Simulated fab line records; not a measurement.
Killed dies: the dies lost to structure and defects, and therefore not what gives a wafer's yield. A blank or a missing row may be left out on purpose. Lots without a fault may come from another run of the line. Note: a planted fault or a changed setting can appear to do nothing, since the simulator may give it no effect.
A lot that was struck, set against a sound lot + flow sky130 + 35 out of 708 route steps
Sound: these wafers, L478.3, L478.4, L478.5. Wafers L484.2, L484.4, L484.5 were the ones struck. The cause is given at the end.
For every step that has rows: the tool of each side, followed by ch and its chambers, followed by its first start. Under that, the readings that differ: sound wafers + struck wafers + difference of the means + sigmas: that difference in standard deviations of wafers without a fault.
alike: words and numbers the same on both sides, and readings whose means are apart by under 2 such deviations; not compared: readings that were withheld, readings missing a value for some wafer, numbers with overlapping values and no deviation given by the record, and bounds like >300 which may hide the same value.
A row with sigmas, a row that says differs or no value, or rows on one side alone: a step with any of these is where the two part. Non-overlapping numbers with no deviation appear without sigmas and do not part them. A reading that every wafer of one side lacks parts them only if that side has two wafers or more.

first, 6 steps without rows for these wafers: SKY_METAL5_HMDS_08 (prime time 60 s); SKY_METAL5_COAT_09 (resist thk 1800 nm); SKY_METAL5_SOFTBAKE_10 (time 60 s); SKY_METAL5_EXPOSE_11 (exposes mask MM5, target cd 1600 nm); SKY_METAL5_PEB_12; SKY_METAL5_DEVELOP_13 (develop time 60 s).
SKY_METAL5_DESCUM_14: chemistry O2, time 11 s.
  sound on rie metal-04 ch 0,1, day 46 05:15; struck on rie metal-02 ch 0,1, day 47 10:16
  alike: chamber pressure mTorr, drypump motor current A, oes product au
  not compared: rf hours counter h
SKY_METAL5_METAL_ETCH_15: etches the open film in Cl2/BCl3, stops on SiO2, target depth 1260 nm, time 252 s.
  sound on rie metal-04 ch 0,1, day 46 05:21; struck on rie metal-02 ch 0,1, day 47 10:18
  alike: chamber pressure mTorr, drypump motor current A, oes product au, throttle valve pct
  not compared: rf hours counter h
then, 4 steps without rows for these wafers: SKY_METAL5_STRIP_16 (strips in O2/N2); SKY_METAL5_STRIP_17 (strips in post etch residue remover, time 1200 s); SKY_METAL5_CLEAN_18 (cleans in IPA, time 180 s); SKY_METAL5_CLEAN_19 (cleans in O3/DIW).
SKY_PASSIVATION_CVD_00: deposits SiO2, target thk 90 nm.
  sound on pecvd-02 ch 0,2, day 46 06:06; struck on pecvd-01 ch 0,1,2, day 47 11:16
| reading                                      | sound            | struck            | difference | sigmas |
|----------------------------------------------|------------------|-------------------|------------|--------|
| model.SiO2_of_PASSIVATION_CVD_00.thk nm (nm) | 89.53 89.2 90.15 | 148.7 151.7 150.2 | +60.6      |        |
  alike: heater power w
SKY_PASSIVATION_THK_MEAS_01:
  sound on film metro-04, day 46 06:08; struck on film metro-04, day 47 11:17
| reading                     | sound          | struck            | difference | sigmas |
|-----------------------------|----------------|-------------------|------------|--------|
| PASSIVATION_CVD_00_THK (nm) | 89.5 89.2 90.2 | 148.6 151.6 150.1 | +60.5      | +55    |
SKY_PASSIVATION_CVD_02: deposits Si3N4, target thk 540 nm.
  sound on pecvd-01 ch 0,2, day 46 06:11; struck on pecvd-02 ch 0,1,2, day 47 11:20
  alike: heater power w
SKY_PASSIVATION_THK_MEAS_03:
  sound on film metro-04, day 46 06:25; struck on film metro-01, day 47 11:34
  alike: PASSIVATION_CVD_02_THK
then, 7 steps without rows for these wafers: SKY_PASSIVATION_DEHYDRATE_04 (time 60 s); SKY_PASSIVATION_HMDS_05 (prime time 60 s); SKY_PASSIVATION_COAT_06 (resist thk 3000 nm); SKY_PASSIVATION_SOFTBAKE_07; SKY_PASSIVATION_EXPOSE_08 (exposes mask NSM, target cd 3000 nm); SKY_PASSIVATION_PEB_09; SKY_PASSIVATION_DEVELOP_10 (develop time 60 s).
SKY_PASSIVATION_ETCH_11: etches the open film in CF4/O2, stops on AlCu, target depth 725 nm, time 161.1 s.
  sound on rie diel-01 ch 0,1, day 47 02:35; struck on rie diel-01 ch 0,1, day 48 06:45
  alike: chamber pressure mTorr, drypump motor current A, oes product au, throttle valve pct
  not compared: rf hours counter h, model.PASSIVATION.feature depth nm, model.etch.depth nm
SKY_PASSIVATION_STRIP_12: strips in O2/N2.
  sound on plasma asher-01 ch 0,1, day 47 02:43; struck on plasma asher-02 ch 0,1, day 48 06:52
  alike: chamber pressure mTorr, drypump motor current A, n2 flow sccm, oes product au, strip time to endpoint s
  not compared: rf hours counter h
then, 7 steps without rows for these wafers: SKY_PAD_OPEN_DEHYDRATE_00 (time 60 s); SKY_PAD_OPEN_HMDS_01 (prime time 60 s); SKY_PAD_OPEN_COAT_02 (resist thk 3000 nm); SKY_PAD_OPEN_SOFTBAKE_03; SKY_PAD_OPEN_EXPOSE_04 (exposes mask PDM, target cd 60000 nm); SKY_PAD_OPEN_PEB_05; SKY_PAD_OPEN_DEVELOP_06 (develop time 60 s).
SKY_PAD_OPEN_ETCH_07: etches the open film in CF4/O2, stops on AlCu, target depth 725 nm, time 161.1 s.
  sound on rie diel-01 ch 0,3, day 47 22:26; struck on rie diel-02 ch 0,1,2, day 49 01:13
  alike: chamber pressure mTorr, drypump motor current A, oes product au, throttle valve pct
  not compared: rf hours counter h, model.PAD_OPEN.feature depth nm, model.etch.depth nm
SKY_PAD_OPEN_STRIP_08: strips in O2/N2.
  sound on plasma asher-03 ch 0,1, day 47 22:35; struck on plasma asher-03 ch 0, day 49 01:20
  alike: chamber pressure mTorr, drypump motor current A, n2 flow sccm, oes product au, strip time to endpoint s
  not compared: rf hours counter h
SKY_PAD_OPEN_PROBE_99:
  only the struck wafers here have rows in the record (prober-02, day 49 03:41); the sound ones have none

## WHERE THEY PART
Earliest at SKY_PASSIVATION_THK_MEAS_01; latest, in this record, at SKY_PAD_OPEN_PROBE_99.

WHY: what the simulator had put in
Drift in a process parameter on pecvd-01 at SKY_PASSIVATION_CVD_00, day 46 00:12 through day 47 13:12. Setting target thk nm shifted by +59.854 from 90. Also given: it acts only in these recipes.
